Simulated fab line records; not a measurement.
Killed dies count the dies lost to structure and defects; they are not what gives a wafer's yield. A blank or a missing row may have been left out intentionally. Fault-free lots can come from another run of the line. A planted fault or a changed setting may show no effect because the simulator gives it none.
Split-lot trial + flow sky130 + on a route of 708 steps: 5 lots, 23 wafers read

== THE SPLIT ==
At SKY_CAP2M_DEVELOP_11 (develop time 60 s), the setting dev-temp-c was moved away from the recipe's 23 C on 9 of the 23 wafers read, by -5.6% to +13.6%. This setting was run at the recipe's value on the other wafers.

Split to reading: the file shows no intervening step.

== THE READING ==
CAP2M.cd-nm (the simulator's own value, which no gauge read), in nm, at SKY_CAP2M_METAL_ETCH_13 (etches TiN in Cl2/BCl3, stops on SiO2, target depth 220 nm, time 62.9 s). The file gives no usual value for it. Here, 14 wafers ran the recipe; their average is 998.5 nm with a standard deviation of 1.7 nm.

| wafer  | tool, chamber at the split | dev-temp-c as run, C | against the recipe | CAP2M.cd-nm, nm | against lot-mates on the recipe |
|--------|----------------------------|----------------------|--------------------|-----------------|---------------------------------|
| L077.1 | litho-track-04, 0          | 23                   | recipe             | 994.7           | -                               |
| L077.4 | litho-track-04, 0          | 23                   | recipe             | 996.7           | -                               |
| L077.6 | litho-track-04, 0          | 23                   | recipe             | 997.3           | -                               |
| L078.1 | litho-track-04, 0          | 23                   | recipe             | 998.4           | -                               |
| L078.2 | litho-track-04, 0          | 26.13                | +13.6%             | 1008            | +10.2                           |
| L078.4 | litho-track-04, 0          | 23                   | recipe             | 997.7           | -                               |
| L078.5 | litho-track-04, 0          | 23                   | recipe             | 997.4           | -                               |
| L078.6 | litho-track-04, 0          | 26.13                | +13.6%             | 1005            | +7.2                            |
| L081.1 | litho-track-01, 0          | 23                   | recipe             | 997.4           | -                               |
| L081.2 | litho-track-01, 0          | 23.94                | +4.1%              | 1004            | +5.3                            |
| L081.3 | litho-track-01, 0          | 23                   | recipe             | 998.8           | -                               |
| L081.4 | litho-track-01, 0          | 23.94                | +4.1%              | 1003            | +4.3                            |
| L081.5 | litho-track-01, 0          | 23                   | recipe             | 1000            | -                               |
| L083.1 | litho-track-04, 0          | 21.71                | -5.6%              | 997             | -3.0                            |
| L083.3 | litho-track-04, 0          | 21.71                | -5.6%              | 995.5           | -4.5                            |
| L083.4 | litho-track-04, 0          | 21.71                | -5.6%              | 995.6           | -4.4                            |
| L083.5 | litho-track-04, 0          | 23                   | recipe             | 998.9           | -                               |
| L083.6 | litho-track-04, 0          | 23                   | recipe             | 1001            | -                               |
| L082.2 | litho-track-04, 0          | 24.95                | +8.5%              | 1007            | +6.8                            |
| L082.3 | litho-track-04, 0          | 23                   | recipe             | 999.9           | -                               |
| L082.4 | litho-track-04, 0          | 23                   | recipe             | 999.8           | -                               |
| L082.5 | litho-track-04, 0          | 23                   | recipe             | 1001            | -                               |
| L082.6 | litho-track-04, 0          | 24.95                | +8.5%              | 1008            | +7.8                            |

THE FIT
A straight line over all 23 wafers: CAP2M.cd-nm changes by +0.675 nm for each +1% of dev-temp-c; r = +0.88; the points scatter about the line by 2 nm.
The same after taking each lot's own level away (the mean of its wafers on the recipe; 23 wafers): +0.712 nm for each +1%; r = +0.95; scatter 1.2 nm.
Per that fit: largest dev-temp-c move, reading shift of 9.7 nm.
Measured against the standard deviation above, the lots' own levels, which go from 996.23 to 1000.23 nm, span 2.3 times it.
Consequently the slope shifts little with the lot-to-lot level, the two slopes agreeing.
Check: for one of the wafers moved furthest among these (+13.6%), held out of the fit, the line's prediction against its lot-mates is +9.77 nm. Against them it came out at +10.2 nm.

== FURTHER SPLITS ON THESE WAFERS ==
Before the reading, these wafers also passed through other splits. Each is held against what the fit with the lots' levels taken away leaves over:
| other split on the same wafers | wafers away from the commonest value | r with CAP2M.cd-nm (lot level and that fit taken away) |
|--------------------------------|--------------------------------------|--------------------------------------------------------|
| SKY_METAL3_ETCH_17 time-s      | 5                                    | +0.51                                                  |
| SKY_VIA3_DEVELOP_11 dev-temp-c | 12                                   | +0.49                                                  |
| SKY_METAL4_SPUTTER_00 power-w  | 10                                   | +0.19                                                  |
| SKY_CAP2M_SPUTTER_02 power-w   | 10                                   | -0.15                                                  |

== FILE'S OWN FIT ==
CAP2M.cd-nm changes by +0.74 nm for each +1% of dev-temp-c, r = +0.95.
